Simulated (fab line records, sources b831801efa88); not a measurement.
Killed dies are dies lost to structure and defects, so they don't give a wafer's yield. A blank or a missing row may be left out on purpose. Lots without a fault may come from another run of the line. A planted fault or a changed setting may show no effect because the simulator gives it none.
One fault seen from 2 desks | flow gf180mcu | each desk has only its own numbers; what lay behind them comes last

THE METROLOGY DESK
What the gauges read, lot by lot, whatever tool the lot ran on: means of the sampled wafers that have a number. A lot is out of limits, marked OUT, if its mean lies more than 4 standard deviations from the usual mean; the brackets give that distance.
Columns: A = MVPSD_OVL at GF_MVPSD_OVL_MEAS_07, usual 0.0 nm; B = POLY_GATE_CVD_00_THK at GF_POLY_GATE_THK_MEAS_01, usual 200.4 nm; C = HV_LDD_4_TW at GF_HV_LDD_TW_MEAS_50, usual 570
lot  | first seen here | A    | B               | C
L997 | day 5 00:56     | 0.8  | 202.0           | 571
L999 | day 5 13:17     | -0.9 | 201.9           | 570
L101 | day 5 23:57     | -2.0 | 198.6           | 570
L102 | day 6 06:26     | 0.9  | 199.2           | 572
L103 | day 6 13:17     | 2.1  | 200.6           | 561
L104 | day 6 17:21     | -1.2 | 200.6           | 572
L105 | day 6 23:06     | 1.8  | 202.0           | 561
L106 | day 7 08:26     | 1.8  | 200.2           | 572
L107 | day 7 12:41     | 1.4  | 201.1           | 572
L110 | day 8 05:46     | -0.3 | 200.2           | 569
L112 | day 8 18:39     | 2.0  | 200.7           | 572
L114 | day 9 05:03     | -0.2 | 244.6 (+28) OUT | 569
L115 | day 9 11:17     | -1.2 | 221.0 (+13) OUT | 571
L116 | day 9 18:19     | -0.2 | 197.0           | 572
This desk's finding: out of limits on L114, L115; first on L114, day 13 07:03 (POLY_GATE_CVD_00_THK at GF_POLY_GATE_THK_MEAS_01). In limits: L997, L999, L101, L102, L103, L104, L105, L106, L107, L110, L112, L116.

THE TOOL OWNER'S DESK: lpcvd-02
The tool's own readings at GF_POLY_GATE_CVD_00 (deposits poly-Si, target thk 200 nm, time 1200 s): means of the sampled wafers that have a number, for each lot that ran on this tool. A lot is out of limits, marked OUT, if its mean lies more than 4 standard deviations from the usual mean; the brackets give that distance.
Columns: A = spike_tc_bottom_C at GF_POLY_GATE_CVD_00, usual 643.8 C; B = spike_tc_centre_C at GF_POLY_GATE_CVD_00, usual 620.7 C; C = spike_tc_upper_C at GF_POLY_GATE_CVD_00, usual 619.9 C; D = zone_power_lower_pct at GF_POLY_GATE_CVD_00, usual 9.9 %; E = zone_power_upper_pct at GF_POLY_GATE_CVD_00, usual 8.1 %
lot  | first seen here | A     | B               | C     | D              | E
L997 | day 8 14:33     | 642.9 | 621.2           | 618.7 | 10.0           | 8.5
L101 | day 9 15:14     | 645.8 | 621.5           | 622.2 | 9.6            | 8.1
L102 | day 9 19:11     | 643.8 | 620.4           | 618.2 | 10.0           | 8.5
L105 | day 10 14:01    | 643.2 | 620.6           | 619.3 | 10.0           | 8.5
L106 | day 11 01:00    | 642.4 | 620.8           | 618.7 | 9.9            | 8.6
L107 | day 11 05:59    | 645.1 | 621.0           | 621.5 | 9.7            | 8.2
L110 | day 12 01:30    | 642.9 | 620.9           | 619.1 | 10.0           | 8.6
L114 | day 13 05:43    | 643.4 | 641.1 (+17) OUT | 615.2 | 7.9 (-4.3) OUT | 6.8
L115 | day 13 15:10    | 642.7 | 641.7 (+18) OUT | 615.3 | 8.0 (-4.1) OUT | 6.8
This desk's finding: out of limits on L114, L115; first on L114, day 13 05:43 (spike_tc_centre_C at GF_POLY_GATE_CVD_00). In limits: L997, L101, L102, L105, L106, L107, L110.

PUT TOGETHER
The tool owner's desk could have raised an alarm at day 13 05:43, on L114, L115.
The metrology desk could have raised an alarm at day 13 07:03, on L114, L115.
Of the lots named, all ran GF_POLY_GATE_CVD_00 on lpcvd-02.

WHAT THE SIMULATOR HAD PUT IN
Process parameter drift: lpcvd-02, from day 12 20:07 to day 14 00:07, at GF_POLY_GATE_CVD_00. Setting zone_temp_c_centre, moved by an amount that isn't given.
Lots struck among those shown: L114, L115.
Hours from the fault's start to each desk's first reading out of limits: the tool owner's desk, 10; the metrology desk, 11.
